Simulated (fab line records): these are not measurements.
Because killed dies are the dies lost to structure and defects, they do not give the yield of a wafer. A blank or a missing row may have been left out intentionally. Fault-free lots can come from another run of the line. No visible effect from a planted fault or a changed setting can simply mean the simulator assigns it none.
Struck lot and sound lot, side by side || flow sky130 || 35 out of 708 route steps
Sound: these wafers, L201.4, L201.5, L201.6. Wafers L213.1, L213.3, L213.6 were the ones struck. At the end, the cause is stated.
For every step that has rows: the tool of each side, followed by ch and its chambers, followed by its first start. Under that, the readings that differ: sound wafers || struck wafers || difference of the means || sigmas: that difference in standard deviations of wafers without a fault.
alike: readings whose means differ by less than 2 such deviations, and words and numbers that are the same on both sides. not compared: withheld readings, readings that some wafer has no value for, bounds like >300 that may hide the same value, and numbers for which the record gives no deviation and whose values overlap.
A row with sigmas, a row that says differs or no value, or rows on one side alone: a step with any of these is where the two part. Numbers that don't overlap but have no deviation are shown without sigmas and don't part them. A reading missing from all wafers of one side parts the sides only when that side holds two or more wafers.

SKY_SD_P_CD_MEAS_07: target cd 380 nm.
  sound: cd sem-02 at day 26 19:13; struck: cd sem-01 at day 30 09:01
  alike: cd nm
SKY_SD_P_OVL_MEAS_08:
  sound: overlay-02 at day 26 19:17; struck: overlay-02 at day 30 09:08
  alike: SD_P_OVL
next, for these wafers, 1 step has no rows: SKY_SD_P_IMPLANT_09.
SKY_SD_P_STRIP_10: strips in O2/N2.
  sound on plasma asher-03 ch 0,1, day 26 19:29; struck on plasma asher-03 ch 0,1, day 30 09:19
  alike: drypump motor current A, n2 flow sccm, oes product au, strip time to endpoint s
  not compared: rf hours counter h
SKY_SD_P_TW_MEAS_11:
  sound: film metro-02 at day 26 19:35; struck: film metro-01 at day 30 09:25
{"reading": "SD_P_TW", "sound": "2860 2856 2853", "struck": "2816 2811 2794", "difference": -49, "sigmas": -3}
then, 7 steps without rows for these wafers: SKY_RES_XHIGH_DEHYDRATE_00 (time 60 s); SKY_RES_XHIGH_HMDS_01 (prime time 60 s); SKY_RES_XHIGH_COAT_02 (resist thk 1140 nm); SKY_RES_XHIGH_SOFTBAKE_03 (time 60 s); SKY_RES_XHIGH_EXPOSE_04 (exposes mask URPM, target cd 1270 nm); SKY_RES_XHIGH_PEB_05; SKY_RES_XHIGH_DEVELOP_06 (develop time 60 s).
SKY_RES_XHIGH_IMPLANT_07:
  sound on implanter-01 ch 0, day 27 23:38; struck on implanter-03 ch 0, day 31 12:01
{"reading": "beam on s (s)", "sound": "44.0 43.8 42.3", "struck": "31.4 32.0 31.0", "difference": -11.9, "sigmas": -6}
{"reading": "dose ions cm2", "sound": "3.609e+14 3.604e+14 3.602e+14", "struck": "2.945e+14 2.94e+14 2.947e+14", "difference": -6.610e+13, "sigmas": "-99 or more"}
{"reading": "faraday current uA", "sound": "461 463 480", "struck": "527 522 538", "difference": "+61", "sigmas": "+2"}
  alike: beam energy keV
SKY_RES_XHIGH_STRIP_08: strips in O2/N2.
  sound on plasma asher-03 ch 0,1, day 27 23:44; struck on plasma asher-03 ch 1, day 31 12:10
{"reading": "strip time to endpoint s (s)", "sound": "14.28 14.31 14.29", "struck": "14.11 14.10 14.08", "difference": -0.20, "sigmas": -4}
  alike: drypump motor current A, n2 flow sccm, oes product au
  not compared: rf hours counter h
SKY_RES_XHIGH_TW_MEAS_09:
  sound: film metro-03 at day 27 23:50; struck: film metro-01 at day 31 12:16
{"reading": "RES_XHIGH_TW", "sound": "1637 1639 1640", "struck": "1521 1531 1526", "difference": -113, "sigmas": -11}
then, 7 steps without rows for these wafers: SKY_SD_N_DEHYDRATE_00 (time 60 s); SKY_SD_N_HMDS_01 (prime time 60 s); SKY_SD_N_COAT_02 (resist thk 1140 nm); SKY_SD_N_SOFTBAKE_03 (time 60 s); SKY_SD_N_EXPOSE_04 (exposes mask NSDM, target cd 380 nm); SKY_SD_N_PEB_05; SKY_SD_N_DEVELOP_06 (develop time 60 s).
SKY_SD_N_CD_MEAS_07: target cd 380 nm.
  sound: cd sem-02 at day 29 03:43; struck: cd sem-01 at day 32 14:43
  alike: cd nm
SKY_SD_N_OVL_MEAS_08:
  sound: overlay-02 at day 29 03:48; struck: overlay-02 at day 32 14:50
  alike: SD_N_OVL
then, 2 steps without rows for these wafers: SKY_SD_N_IMPLANT_09; SKY_SD_N_IMPLANT_10.
SKY_SD_N_STRIP_11: strips in O2/N2.
  sound on plasma asher-02 ch 0,1, day 29 04:09; struck on plasma asher-04 ch 0,1, day 32 15:10
  alike: drypump motor current A, n2 flow sccm, oes product au, strip time to endpoint s
  not compared: rf hours counter h
SKY_SD_N_TW_MEAS_12:
  sound: film metro-03 at day 29 04:15; struck: film metro-01 at day 32 15:16
{"reading": "SD_N_TW", "sound": "4019 4035 4039", "struck": "3950 3959 3963", "difference": -74, "sigmas": -3}
then, 1 step without rows for these wafers: SKY_SD_N_CLEAN_13 (cleans in SC1/SC2, time 150 s).
SKY_SD_N_RTA_14: time 2 s.
  sound on rtp anneal-02 ch 0, day 29 04:21; struck on rtp anneal-02 ch 0, day 32 15:23
  alike: lamp power pct, wafer_temp_C_max
SKY_SD_N_RS_MEAS_16: the measuring method here is four-point-probe.
  sound: film metro-02 at day 29 04:34; struck: film metro-03 at day 32 15:33
  alike: SD_N_RS
SKY_SD_N_RS_MEAS_17: the measuring method here is four-point-probe.
  sound: film metro-02 at day 29 04:41; struck: film metro-03 at day 32 15:40
  alike: SD_P_RS
SKY_SD_N_RS_MEAS_18: the measuring method here is four-point-probe.
  sound: film metro-02 at day 29 04:48; struck: film metro-03 at day 32 15:47
{"reading": "RES_XHIGH_RS (ohm/sq)", "sound": "333.4 334.0 333.0", "struck": "387.6 389.0 389.2", "difference": "+55.1", "sigmas": "+46"}
then, 1 step without rows for these wafers: SKY_SALICIDE_CLEAN_00 (cleans in HF-last, time 30 s).
-- the record jumps here: 16 days lie between the struck wafers' starts before and after (it left off in module SALICIDE and takes up again in module PAD_OPEN, whose first step shown is number 708 of the route) --
SKY_PAD_OPEN_PROBE_99:
  sound: prober-01 at day 46 15:35; struck: prober-01 at day 49 03:23
{"reading": "model.etest.res xhigh po.line ohm um", "sound": "5673 5683", "struck": "8265 8250 8599", "difference": "+2693", "sigmas": ""}
{"reading": "model.etest.res xhigh po.rs ohm sq", "sound": "1987 2023", "struck": "2924 2933 2990", "difference": "+944", "sigmas": ""}
{"reading": "model.etest.res xhigh po.rs ohm sq range", "sound": "59.74 60.67", "struck": "229.5 242.4 183", "difference": "+158.1", "sigmas": ""}
  alike: killed_at_M0_to_M3, killed_at_M4_up, killed at contacts, killed at front end, killed at other, killed dies, killed open, killed short

WHERE THEY PART
Earliest at SKY_SD_P_TW_MEAS_11; latest, in this record, at SKY_SD_N_RS_MEAS_18. Later steps at which nothing parts them and some readings are alike: SKY_PAD_OPEN_PROBE_99.

WHY: what had been put in by the simulator
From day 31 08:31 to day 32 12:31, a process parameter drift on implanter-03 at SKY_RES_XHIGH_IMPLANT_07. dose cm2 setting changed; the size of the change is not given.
